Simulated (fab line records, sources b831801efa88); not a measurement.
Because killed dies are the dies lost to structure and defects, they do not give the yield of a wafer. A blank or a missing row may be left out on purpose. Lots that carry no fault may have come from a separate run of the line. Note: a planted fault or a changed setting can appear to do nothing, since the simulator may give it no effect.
fab line records	flow sky130
[record] lots = 6	wafers = 18	last-day = 50
route steps=708 shown METAL5@669 PASSIVATION@681 PAD_OPEN@694
lots with no fault: from the same line, run without faults
start-h: hours from the record's opening day to when the first of the lot's shown wafers began	wait-h: time in hours since the lot's previous step	" the same as in the row above	L1.1+2: a single row standing in for several wafers	- no value, or no start given	* or withheld: withheld	< > ~ a bound
route shown NAME@n: a module of which the file shows steps, and the number in the route of the first	usual: mean/standard deviation taken from wafers without a fault	same: alike in all rows	chamber/n: place in a boat	sites: per-site readings	_std_site: the values' standard deviation	_edge_site: inner sites' mean taken away from outer sites' mean	radius-mm: how far each site lies from the wafer's centre	mask NAME#n: copy n	behind: the most recent tool/chamber to have shaped the wafer	hold: why the lot was held/for how many hours/how that ended	device: the transistor (n, p or np) that didn't switch	end of line: at the end of the route, the tests of the same wafers	for a step that has no rows: nothing shown but its recipe	killed: not the wafer's yield, but the dies lost to structure and defects at the first sort	map: dies across one wafer; x = killed, . = not, _ = none there
set.NAME: setting as actually run; set.NAME@STEP: the setting as run at that earlier step	model.NAME: the simulator's own value behind a step, which no gauge read
lots at selected steps of the route; one table per step, one row per wafer
services: a tool's chamber out of use, with start hour (start-h, from the record's first day; less than 0 if before it), hours out, and reason
[[steps]]
[step SKY_METAL5_HMDS_08]
[recipe] prime-time-s = 60	prime-temp-c = 120
[step SKY_METAL5_COAT_09]
[recipe] resist = NOVOLAK	spin-rpm = 3000	resist-thk-nm = 1800
[step SKY_METAL5_SOFTBAKE_10]
[recipe] temp-c = 90	time-s = 60	resist = NOVOLAK
[step SKY_METAL5_EXPOSE_11]
[recipe] mask-id = MM5	na = 0.6	source-shape = conventional	sigma-outer = 0.6	polarization = unpolarized	target-cd-nm = 1600	dose-mj = 190
[step SKY_METAL5_PEB_12]
[recipe] temp-c = withheld	time-s = *	resist = NOVOLAK
[step SKY_METAL5_DEVELOP_13]
[recipe] resist = NOVOLAK	developer = TMAH	develop-time-s = 60	dev-temp-c = 23
[step SKY_METAL5_DESCUM_14]
[recipe] chemistry = O2	source-power-w = 150	bias-power-w = 0	pressure-mtorr = 10	temp-c = 40	time-s = 11
[usual] drypump-motor-current-A = 5.7/0.61	oes-product-au = 1.002/0.0079
lot.wafer	tool	chamber	start-h	wait-h	drypump-motor-current-A	oes-product-au	rf-hours-counter-h
L552.1	rie-metal-02	0	1038.29	0.1	6.0	0.997	5
L552.3	"	0	"	"	6.0	1.011	-
L552.6	"	1	"	"	6.4	1.015	-
L555.1	rie-metal-01	1	1046.49	0.1	5.7	0.994	18
L555.3	"	1	"	"	5.7	0.990	-
L555.5	"	1	"	"	5.7	0.993	-
L561.2	rie-metal-02	1	1098.29	0.1	6.4	0.998	12
L561.4	"	0	"	"	6.0	1.000	-
L561.6	"	1	"	"	6.4	1.003	-
L563.2	rie-metal-01	0	1112.17	0.1	4.9	0.998	24
L563.4	"	0	"	"	4.9	1.007	-
L563.6	"	0	"	"	4.9	1.014	-
L566.1	rie-metal-01	1	1125.04	0.1	5.7	0.996	23
L566.5	"	0	"	"	4.8	1.005	-
L566.6	"	1	"	"	5.8	0.997	-
L574.1	rie-metal-04	0	1160.52	0.1	6.1	0.991	14
L574.3	"	0	"	"	6.1	0.998	-
L574.5	"	1	"	"	6.7	0.999	-
[step SKY_METAL5_METAL_ETCH_15]
[recipe] target-depth-a = 12600	stop-on = SiO2	over-etch-frac = 0.2	time-s = 252	chemistry = Cl2/BCl3	resist-sidewall-deg = 86	pressure-mtorr = 10	icp-w = 900	bias-w = 48.5	Cl2_flow_sccm = 60	bcl3-flow-sccm = 30
[usual] drypump-motor-current-A = 5.7/0.61	oes-product-au = 0.894/0.0054	throttle-valve-pct = 22.265/0.0099
lot.wafer	tool	chamber	start-h	wait-h	drypump-motor-current-A	oes-product-au	rf-hours-counter-h	throttle-valve-pct
L552.1	rie-metal-02	0	1038.33	0.0	6.0	0.894	5	22.253
L552.3	"	0	"	"	6.0	0.890	-	22.254
L552.6	"	1	"	"	6.4	0.901	-	22.247
L555.1	rie-metal-01	1	1046.53	0.0	5.7	0.903	18	22.268
L555.3	"	1	"	"	5.7	0.894	-	22.267
L555.5	"	1	"	"	5.7	0.896	-	22.267
L561.2	rie-metal-02	1	1098.33	0.0	6.3	0.894	12	22.266
L561.4	"	0	"	"	6.0	0.897	-	22.277
L561.6	"	1	"	"	6.4	0.890	-	22.257
L563.2	rie-metal-01	0	1112.20	0.0	4.8	0.892	24	22.269
L563.4	"	0	"	"	4.9	0.895	-	22.261
L563.6	"	0	"	"	4.9	0.893	-	22.258
L566.1	rie-metal-01	1	1125.08	0.0	5.7	0.897	24	22.269
L566.5	"	0	"	"	4.9	0.886	-	22.267
L566.6	"	1	"	"	5.7	0.887	-	22.264
L574.1	rie-metal-04	0	1160.55	0.0	6.1	0.888	14	22.266
L574.3	"	0	"	"	6.1	0.895	-	22.259
L574.5	"	1	"	"	6.8	0.898	-	22.267
[step SKY_METAL5_STRIP_16]
[recipe] chemistry = O2/N2	power-w = 1400	pressure-mtorr = 1500	platen-temp-c = withheld	o2-flow-sccm = 3000	n2-flow-sccm = 300	overash-fraction = 0.5
[usual] drypump-motor-current-A = 5.66/0.27	oes-product-au = 0.710/0.0046	strip-time-to-endpoint-s = 13.02/0.14
lot.wafer	tool	chamber	start-h	wait-h	drypump-motor-current-A	oes-product-au	rf-hours-counter-h	strip-time-to-endpoint-s
L552.1	plasma-asher-01	1	1038.56	0.2	5.83	0.708	59	13.02
L552.3	"	0	"	"	5.32	0.713	-	12.95
L552.6	"	1	"	"	5.83	0.721	-	12.87
L555.1	plasma-asher-02	1	1046.76	0.2	5.36	0.704	31	13.24
L555.3	"	1	"	"	5.35	0.711	-	13.13
L555.5	"	0	"	"	6.06	0.707	-	13.18
L561.2	plasma-asher-02	0	1098.56	0.2	6.02	0.710	36	13.09
L561.4	"	1	"	"	5.35	0.710	-	13.06
L561.6	"	1	"	"	5.35	0.710	-	13.13
L563.2	plasma-asher-04	1	1112.44	0.2	5.85	0.707	100	12.91
L563.4	"	0	"	"	5.68	0.708	-	12.95
L563.6	"	1	"	"	5.87	0.705	-	12.86
L566.1	plasma-asher-01	0	1125.31	0.2	5.33	0.710	68	13.05
L566.5	"	0	"	"	5.35	0.716	-	12.99
L566.6	"	1	"	"	5.83	0.720	-	13.12
L574.1	plasma-asher-04	0	1160.79	0.2	5.70	0.711	104	13.17
L574.3	"	1	"	"	5.86	0.714	-	13.10
L574.5	"	1	"	"	5.86	0.708	-	13.19
[step SKY_METAL5_STRIP_17]
[recipe] chemistry = post-etch-residue-remover	time-s = 1200	temp-c = 72.5
[step SKY_METAL5_CLEAN_18]
[recipe] chemistry = IPA	time-s = 180	temp-c = 25
[step SKY_METAL5_CLEAN_19]
[recipe] chemistry = O3/DIW	dry = n2-spin
[step SKY_PASSIVATION_CVD_00]
[recipe] material = SiO2	target-thk-nm = 90	temp-c = 400	time-s = withheld	rf-w = 600
[usual] heater-power-w = 642/100
lot.wafer	tool	chamber	start-h	wait-h	heater-power-w	model.SiO2_of_PASSIVATION_CVD_00.thk-nm
L552.1	pecvd-03	1	1039.15	0.0	737	91.86
L552.3	"	2	"	"	734	89.05
L552.6	"	0	"	"	603	91.01
L555.1	pecvd-04	0	1047.36	0.0	652	88.05
L555.3	"	2	"	"	569	88
L555.5	"	1	"	"	565	89.54
L561.2	pecvd-04	0	1099.17	0.0	589	135.5
L561.4	"	2	"	"	554	90.71
L561.6	"	1	"	"	571	136.5
L563.2	pecvd-04	2	1113.06	0.0	573	134.5
L563.4	"	2	"	"	586	91.04
L563.6	"	0	"	"	539	138
L566.1	pecvd-03	1	1125.95	0.0	792	89.79
L566.5	"	1	"	"	817	91.07
L566.6	"	2	"	"	666	90.76
L574.1	pecvd-03	0	1161.39	0.0	483	91.03
L574.3	"	2	"	"	742	92.53
L574.5	"	0	"	"	510	93.09
[step SKY_PASSIVATION_THK_MEAS_01]
[recipe] reads = SiO2_of_PASSIVATION_CVD_00
[usual] PASSIVATION_CVD_00_THK = 90.2/1.3
lot.wafer	tool	chamber	start-h	wait-h	PASSIVATION_CVD_00_THK[nm]
L552.1	film-metro-02	-	1039.17	-	91.8
L552.3	"	-	"	"	89.1
L552.6	"	-	"	"	90.9
L555.1	film-metro-02	-	1047.38	-	88.0
L555.3	"	-	"	"	88.0
L555.5	"	-	"	"	89.5
L561.2	film-metro-03	-	1099.20	-	135.5
L561.4	"	-	"	"	90.7
L561.6	"	-	"	"	136.4
L563.2	film-metro-04	-	1113.09	-	134.5
L563.4	"	-	"	"	91.0
L563.6	"	-	"	"	138.1
L566.1	film-metro-03	-	1125.97	-	89.8
L566.5	"	-	"	"	91.0
L566.6	"	-	"	"	90.8
L574.1	film-metro-04	-	1161.42	-	91.0
L574.3	"	-	"	"	92.6
L574.5	"	-	"	"	93.1
[step SKY_PASSIVATION_CVD_02]
[recipe] material = Si3N4	target-thk-nm = 540	temp-c = 400	time-s = withheld	rf-w = 450
[step SKY_PASSIVATION_THK_MEAS_03]
[recipe] reads = Si3N4_of_PASSIVATION_CVD_02
[usual] PASSIVATION_CVD_02_THK = 534/6.8
lot.wafer	tool	chamber	start-h	wait-h	PASSIVATION_CVD_02_THK[nm]
L552.1	film-metro-03	-	1039.46	-	531
L552.3	"	-	"	"	519
L552.6	"	-	"	"	541
L555.1	film-metro-03	-	1047.66	-	522
L555.3	"	-	"	"	529
L555.5	"	-	"	"	536
L561.2	film-metro-04	-	1099.48	-	532
L561.4	"	-	"	"	534
L561.6	"	-	"	"	544
L563.2	film-metro-02	-	1113.43	-	527
L563.4	"	-	"	"	542
L563.6	"	-	"	"	534
L566.1	film-metro-02	-	1126.25	-	531
L566.5	"	-	"	"	549
L566.6	"	-	"	"	538
L574.1	film-metro-03	-	1161.82	-	530
L574.3	"	-	"	"	538
L574.5	"	-	"	"	532
[step SKY_PASSIVATION_DEHYDRATE_04]
[recipe] temp-c = 200	time-s = 60
[step SKY_PASSIVATION_HMDS_05]
[recipe] prime-time-s = 60	prime-temp-c = 120
[step SKY_PASSIVATION_COAT_06]
[recipe] spin-rpm = 2000	resist-thk-nm = 3000
[step SKY_PASSIVATION_SOFTBAKE_07]
[recipe] temp-c = 110	time-s = withheld
[step SKY_PASSIVATION_EXPOSE_08]
[recipe] mask-id = NSM	target-cd-nm = 3000	na = 0.57	dose-mj = 260
[step SKY_PASSIVATION_PEB_09]
[recipe] temp-c = 115	time-s = withheld
[step SKY_PASSIVATION_DEVELOP_10]
[recipe] develop-time-s = 60	dev-temp-c = 23
[step SKY_PASSIVATION_ETCH_11]
[recipe] chemistry = CF4/O2	target-depth-nm = 725	stop-on = AlCu	source-w = 800	bias-w = 150	pressure-mtorr = 150	cf4-flow-sccm = 80	O2_flow_sccm = 10	time-s = 161.1
[usual] drypump-motor-current-A = 5.8/0.33	oes-product-au = 0.972/0.0073	throttle-valve-pct = 5.962/0.0092
lot.wafer	tool	chamber	start-h	wait-h	drypump-motor-current-A	oes-product-au	rf-hours-counter-h	throttle-valve-pct	model.PASSIVATION.feature-depth-nm	model.etch.depth-nm
L552.1	rie-diel-02	0	1061.12	-	5.5	0.970	11	5.975	698.1	698.1
L552.3	"	1	"	"	5.7	0.962	4	5.965	683.3	683.3
L552.6	"	2	"	"	5.7	0.978	-	5.964	707	707
L555.1	rie-diel-04	3	1069.26	-	6.3	0.965	19	5.955	684.4	684.4
L555.3	"	2	"	"	5.4	0.964	27	5.977	691.6	691.6
L555.5	"	3	"	"	6.2	0.973	-	5.971	699.2	699.2
L561.2	rie-diel-04	2	1119.67	-	5.4	0.989	29	5.960	713.2	713.2
L561.4	"	0	"	"	5.5	0.968	25	5.959	698.3	698.3
L561.6	"	3	"	"	6.3	1.003	-	5.976	717.3	717.3
L563.2	rie-diel-04	1	1132.86	-	6.1	0.995	11	5.978	730.8	730.8
L563.4	"	3	"	"	6.3	0.970	22	5.941	699.1	699.1
L563.6	"	0	"	"	5.6	0.972	-	5.953	700.4	700.4
L566.1	rie-diel-04	2	1145.31	-	5.4	0.973	30	5.971	694.4	694.4
L566.5	"	1	"	"	6.1	0.979	-	5.971	714.3	714.3
L566.6	"	2	"	"	5.3	0.983	-	5.968	702.4	702.4
L574.1	rie-diel-04	2	1178.62	-	5.4	0.971	31	5.965	696.8	696.8
L574.3	"	3	"	"	6.3	0.966	24	5.952	698.7	698.7
L574.5	"	2	"	"	5.4	0.969	-	5.963	699.5	699.5
[step SKY_PASSIVATION_STRIP_12]
[recipe] chemistry = O2/N2	power-w = 1400	pressure-mtorr = 1500	platen-temp-c = withheld	overash-fraction = 0.7	o2-flow-sccm = 3000	n2-flow-sccm = 300
[usual] drypump-motor-current-A = 5.56/0.25	oes-product-au = 0.661/0.0048	strip-time-to-endpoint-s = 31.62/0.16
lot.wafer	tool	chamber	start-h	wait-h	drypump-motor-current-A	oes-product-au	rf-hours-counter-h	strip-time-to-endpoint-s
L552.1	plasma-asher-04	1	1061.22	0.1	5.87	0.661	95	31.57
L552.3	"	0	"	"	5.71	0.655	-	31.53
L552.6	"	1	"	"	5.86	0.666	-	31.56
L555.1	plasma-asher-04	0	1069.36	0.1	5.70	0.654	96	31.60
L555.3	"	0	"	"	5.68	0.663	-	31.73
L555.5	"	0	"	"	5.70	0.663	-	31.53
L561.2	plasma-asher-04	1	1119.77	0.1	5.87	0.663	101	31.83
L561.4	"	1	"	"	5.88	0.672	-	31.76
L561.6	"	1	"	"	5.88	0.666	-	31.80
L563.2	plasma-asher-01	1	1132.96	0.1	5.82	0.657	69	31.61
L563.4	"	0	"	"	5.34	0.654	-	31.75
L563.6	"	0	"	"	5.35	0.669	-	31.87
L566.1	plasma-asher-01	1	1145.41	0.1	5.87	0.662	71	31.62
L566.5	"	0	"	"	5.36	0.663	-	31.45
L566.6	"	1	"	"	5.85	0.665	-	31.53
L574.1	plasma-asher-03	1	1178.72	0.1	5.21	0.661	13	31.76
L574.3	"	0	"	"	5.41	0.662	-	31.90
L574.5	"	0	"	"	5.40	0.666	-	31.65
[step SKY_PAD_OPEN_DEHYDRATE_00]
[recipe] temp-c = 200	time-s = 60
[step SKY_PAD_OPEN_HMDS_01]
[recipe] prime-time-s = 60	prime-temp-c = 120
[step SKY_PAD_OPEN_COAT_02]
[recipe] spin-rpm = 2000	resist-thk-nm = 3000
[step SKY_PAD_OPEN_SOFTBAKE_03]
[recipe] temp-c = 110	time-s = withheld
[step SKY_PAD_OPEN_EXPOSE_04]
[recipe] mask-id = PDM	target-cd-nm = 60000	na = 0.57	dose-mj = 260
[step SKY_PAD_OPEN_PEB_05]
[recipe] temp-c = 115	time-s = withheld
[step SKY_PAD_OPEN_DEVELOP_06]
[recipe] develop-time-s = 60	dev-temp-c = 23
[step SKY_PAD_OPEN_ETCH_07]
[recipe] chemistry = CF4/O2	target-depth-nm = 725	stop-on = AlCu	source-w = 800	bias-w = 150	pressure-mtorr = 150	cf4-flow-sccm = 80	O2_flow_sccm = 10	time-s = 161.1
[usual] drypump-motor-current-A = 5.8/0.35	oes-product-au = 0.972/0.0076	throttle-valve-pct = 5.962/0.0096
lot.wafer	tool	chamber	start-h	wait-h	drypump-motor-current-A	oes-product-au	rf-hours-counter-h	throttle-valve-pct	model.PAD_OPEN.feature-depth-nm	model.etch.depth-nm
L552.1	rie-diel-03	1	1082.88	-	5.8	0.976	11	5.966	698.1	698.1
L552.3	"	0	"	"	5.2	0.959	17	5.952	683.3	683.3
L552.6	"	3	"	"	6.2	0.983	-	5.967	707	707
L555.1	rie-diel-04	0	1090.48	-	5.6	0.960	24	5.960	684.4	684.4
L555.3	"	1	"	"	6.1	0.966	10	5.959	691.6	691.6
L555.5	"	0	"	"	5.5	0.975	-	5.959	699.2	699.2
L561.2	rie-diel-01	3	1138.71	-	5.8	0.983	23	5.969	703.7	703.7
L561.4	"	1	"	"	5.4	0.979	28	5.948	698.3	698.3
L561.6	"	2	"	"	5.9	1.011	-	5.978	733.2	733.2
L563.2	rie-diel-04	0	1151.18	-	5.6	0.983	27	5.966	700.8	700.8
L563.4	"	2	"	"	5.4	0.983	30	5.952	706.5	706.5
L563.6	"	1	"	"	6.1	1.005	-	5.970	736	736
L566.1	rie-diel-04	1	1163.31	-	6.1	0.971	13	5.952	694.4	694.4
L566.5	"	0	"	"	5.6	0.974	-	5.975	704	704
L566.6	"	1	"	"	6.1	0.980	-	5.968	702.4	702.4
L574.1	rie-diel-04	1	1193.78	-	6.1	0.982	14	5.960	696.8	696.8
L574.3	"	2	"	"	5.4	0.972	32	5.970	706	706
L574.5	"	2	"	"	5.4	0.980	-	5.976	699.5	699.5
[step SKY_PAD_OPEN_STRIP_08]
[recipe] chemistry = O2/N2	power-w = 1400	pressure-mtorr = 1500	platen-temp-c = withheld	overash-fraction = 0.7	o2-flow-sccm = 3000	n2-flow-sccm = 300
[usual] drypump-motor-current-A = 5.6/0.3	oes-product-au = 0.663/0.0044
lot.wafer	tool	chamber	start-h	wait-h	drypump-motor-current-A	oes-product-au	rf-hours-counter-h
L552.1	plasma-asher-03	0	1082.98	0.1	5.4	0.663	2
L552.3	"	0	"	"	5.4	0.659	-
L552.6	"	1	"	"	5.2	0.664	-
L555.1	plasma-asher-02	1	1090.58	0.1	5.3	0.658	36
L555.3	"	1	"	"	5.3	0.658	-
L555.5	"	1	"	"	5.3	0.660	-
L561.2	plasma-asher-04	1	1138.81	0.1	5.9	0.665	102
L561.4	"	1	"	"	5.9	0.670	-
L561.6	"	0	"	"	5.7	0.662	-
L563.2	plasma-asher-02	0	1151.28	0.1	6.1	0.667	39
L563.4	"	0	"	"	6.1	0.669	-
L563.6	"	0	"	"	6.0	0.660	-
L566.1	plasma-asher-03	1	1163.41	0.1	5.2	0.668	11
L566.5	"	1	"	"	5.2	0.666	-
L566.6	"	0	"	"	5.4	0.664	-
L574.1	plasma-asher-04	1	1193.88	0.1	5.9	0.667	107
L574.3	"	0	"	"	5.7	0.666	-
L574.5	"	1	"	"	5.9	0.660	-
[step SKY_PAD_OPEN_PROBE_99]
[usual] defect-limited-yield = 82.3/1.9	killed_at_M0_to_M3 = 44/6.9	killed_at_M4_up = 3.3/2.1	killed-at-contacts = 24/4.8	killed-at-front-end = 15/4.4	killed-at-other = 0.2/0.48	killed-dies = 87/9.5	killed-open = 48/6.5	killed-short = 39/6.3	sort_bin_3_pad_short = 0.9/0.48	sort_bin_5_function = 10.5/1.5	sort_bin_6_memory = 6.3/1.1	sort-n-pass = 405/9.5	sort-yield-pct = 82.3/1.9
[same] gross-dies = 492	killed-at-back-side = 0	sort_bin_4_leakage[%] = 0	sort_bin_8_speed[%] = 0
lot.wafer	tool	chamber	start-h	wait-h	defect-limited-yield[%]	killed_at_M0_to_M3	killed_at_M4_up	killed-at-contacts	killed-at-front-end	killed-at-other	killed-dies	killed-open	killed-short	sort_bin_3_pad_short[%]	sort_bin_5_function[%]	sort_bin_6_memory[%]	sort-n-pass	sort-yield-pct[%]
L552.1	prober-02	-	1086.03	0.1	85.4	33	1	24	14	0	72	41	31	0.4	10.0	4.3	420	85.4
L552.3	prober-02	-	1086.13	0.2	83.5	42	2	26	11	0	81	46	35	1.2	9.8	5.5	411	83.5
L552.6	prober-02	-	1086.28	0.2	83.3	42	3	23	14	0	82	31	50	1.6	11.2	3.9	410	83.3
L561.2	prober-02	-	1141.09	0.1	80.7	46	2	30	16	1	95	52	42	2.0	11.4	5.9	397	80.7
L561.4	prober-02	-	1141.19	0.2	86.8	35	2	19	9	0	65	37	28	0.8	8.1	4.3	427	86.8
L561.6	prober-02	-	1141.29	0.2	83.9	49	1	18	11	0	79	45	34	0.4	9.3	6.3	413	83.9
L563.2	prober-02	-	1153.55	0.1	81.1	40	6	23	24	0	93	49	44	0.8	11.8	6.3	399	81.1
L563.4	prober-02	-	1153.65	0.2	83.3	39	4	19	20	0	82	41	41	1.6	9.1	5.9	410	83.3
L563.6	prober-02	-	1153.75	0.2	80.3	49	2	18	22	6	97	46	45	1.6	12.4	5.7	395	80.3
L566.1	prober-01	-	1165.66	0.1	82.9	38	7	19	20	0	84	45	39	1.0	9.3	6.7	408	82.9
L566.5	prober-01	-	1165.86	0.2	81.5	51	3	24	13	0	91	52	39	0.6	10.8	7.1	401	81.5
L566.6	prober-01	-	1165.91	0.2	86.0	33	5	20	11	0	69	38	31	0.4	7.9	5.7	423	86.0
// killed by level:class
L552.1 CONTACT:geometric-particle:open=12 VIA2:geometric-particle:open=6 METAL2:geometric-particle:short=6 VIA3:geometric-particle:open=6 CONTACT:geometric-particle:short=5 VIA1:geometric-particle:open=5 POLY_GATE:geometric-particle:short=4 LI_CONTACT:geometric-particle:open=3
L552.3 VIA2:geometric-particle:open=10 LOCAL_INTERCONNECT:geometric-particle:short=8 CONTACT:geometric-particle:open=8 VIA3:geometric-particle:open=8 VIA1:geometric-particle:open=6 LI_CONTACT:geometric-particle:open=5 VIA1:geometric-particle:short=5 FIELD_ISO:geometric-particle:open=4
L552.6 VIA1:geometric-particle:short=10 CONTACT:geometric-particle:open=8 FIELD_ISO:geometric-particle:short=7 LI_CONTACT:geometric-particle:open=5 LOCAL_INTERCONNECT:geometric-particle:short=5 VIA2:geometric-particle:open=5 VIA2:geometric-particle:short=5 METAL3:geometric-particle:short=5
L561.2 VIA1:geometric-particle:open=12 LI_CONTACT:geometric-particle:open=11 CONTACT:geometric-particle:open=6 VIA1:geometric-particle:short=6 METAL2:geometric-particle:short=6 VIA3:geometric-particle:open=5 LOCAL_INTERCONNECT:geometric-particle:short=5 FIELD_ISO:geometric-particle:short=4
L561.4 CONTACT:geometric-particle:open=11 VIA1:geometric-particle:open=8 VIA2:geometric-particle:open=5 METAL2:geometric-particle:short=5 METAL3:geometric-particle:short=4 VIA2:geometric-particle:short=4 LI_CONTACT:geometric-particle:open=3 METAL1:geometric-particle:short=3
L561.6 CONTACT:geometric-particle:open=12 VIA1:geometric-particle:open=10 METAL2:geometric-particle:short=7 METAL1:geometric-particle:short=6 VIA3:geometric-particle:open=6 VIA1:geometric-particle:short=5 FIELD_ISO:geometric-particle:open=4 CONTACT:geometric-particle:short=3
L563.2 LI_CONTACT:geometric-particle:open=9 CONTACT:geometric-particle:open=8 VIA1:geometric-particle:open=7 FIELD_ISO:geometric-particle:short=6 POLY_GATE:geometric-particle:open=6 METAL2:geometric-particle:short=6 METAL1:geometric-particle:short=6 VIA2:geometric-particle:open=6
L563.4 VIA1:geometric-particle:open=9 VIA2:geometric-particle:open=6 VIA3:geometric-particle:short=6 POLY_GATE:geometric-particle:short=5 CONTACT:geometric-particle:open=5 CONTACT:geometric-particle:short=5 METAL1:geometric-particle:short=5 VIA2:geometric-particle:short=5
L563.6 VIA1:geometric-particle:open=12 METAL2:geometric-particle:short=9 FIELD_ISO:geometric-particle:short=8 CONTACT:geometric-particle:open=6 METAL1:geometric-particle:short=6 PASSIVATION:area-etch=6 FIELD_ISO:geometric-particle:open=5 CONTACT:geometric-particle:short=5
L566.1 VIA1:geometric-particle:open=11 CONTACT:geometric-particle:open=7 FIELD_ISO:geometric-particle:open=6 FIELD_ISO:geometric-particle:short=6 POLY_GATE:geometric-particle:short=5 LI_CONTACT:geometric-particle:open=5 METAL1:geometric-particle:short=5 VIA1:geometric-particle:short=5
L566.5 VIA1:geometric-particle:open=14 CONTACT:geometric-particle:open=10 VIA3:geometric-particle:open=9 VIA1:geometric-particle:short=5 METAL2:geometric-particle:short=5 VIA2:geometric-particle:open=5 FIELD_ISO:geometric-particle:short=4 POLY_GATE:geometric-particle:short=4
L566.6 VIA1:geometric-particle:open=11 CONTACT:geometric-particle:open=8 VIA1:geometric-particle:short=6 VIA3:geometric-particle:open=5 FIELD_ISO:geometric-particle:short=4 LOCAL_INTERCONNECT:geometric-particle:short=4 POLY_GATE:geometric-particle:open=4 LI_CONTACT:geometric-particle:open=4
[[services]]
tool	chamber	start-h	hours	kind
rie-diel-01	2	1015.28	5.0	repair
rie-diel-03	3	1022.17	11.0	repair
rie-metal-01	-	1045.68	0.2	repair
pecvd-03	2	1052.89	5.5	scheduled-down
plasma-asher-03	-	1055.25	9.0	pm
plasma-asher-03	0	1055.25	9.0	vent-cycle
rie-diel-04	0	1058.53	6.8	repair
rie-diel-02	0	1071.73	5.4	repair
rie-diel-01	-	1083.40	28.1	pm
pecvd-04	-	1083.54	6.0	pm
rie-metal-04	0	1089.92	3.0	repair
rie-diel-04	1	1097.60	3.7	repair
plasma-asher-02	-	1098.79	30.3	repair
plasma-asher-01	-	1108.41	0.9	repair
plasma-asher-04	-	1120.74	14.6	pm
rie-diel-02	1	1135.07	4.1	repair
rie-diel-04	2	1137.15	2.6	repair
rie-metal-04	-	1138.50	2.8	pm
pecvd-03	1	1147.06	16.1	repair
pecvd-04	1	1152.56	9.1	repair
rie-diel-04	3	1154.25	6.1	repair
rie-diel-01	0	1158.34	7.7	repair
rie-diel-01	2	1163.35	6.2	repair
rie-diel-01	3	1163.74	1.5	repair
[[key]]
[first-sign] step = SKY_PASSIVATION_THK_MEAS_01	reading = PASSIVATION_CVD_00_THK	direction = up	sigmas = 36	usual = 90.2	struck = 136.1
[effect] step = SKY_PAD_OPEN_ETCH_07	reading = oes-product-au	direction = up	sigmas = 3.1	usual = 0.972	struck = 0.996	wafers-moved = 2
[model-effect] step = SKY_PASSIVATION_CVD_00	value = SiO2_of_PASSIVATION_CVD_00.thk-nm	without = 90.93	struck = 136.1
[model-effect] step = SKY_PASSIVATION_ETCH_11	value = PASSIVATION.feature-depth-nm	without = 699	struck = 715.4
[model-effect] step = SKY_PAD_OPEN_ETCH_07	value = PAD_OPEN.feature-depth-nm	without = 699	struck = 718.4
met-at SKY_PASSIVATION_CVD_00
struck-wafers L561.2,L561.6,L563.2,L563.6
onset-between 1047.36 1099.17
[fault] kind = process-parameter-drift	tool = pecvd-04	chamber = -	onset-h = 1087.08	steps = SKY_PASSIVATION_CVD_00	channel = target-thk-nm	offset = 45.207	shape = step	end-h = 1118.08	scope = struck-wafers-only	acts-in = these-recipes-only	stated = 90
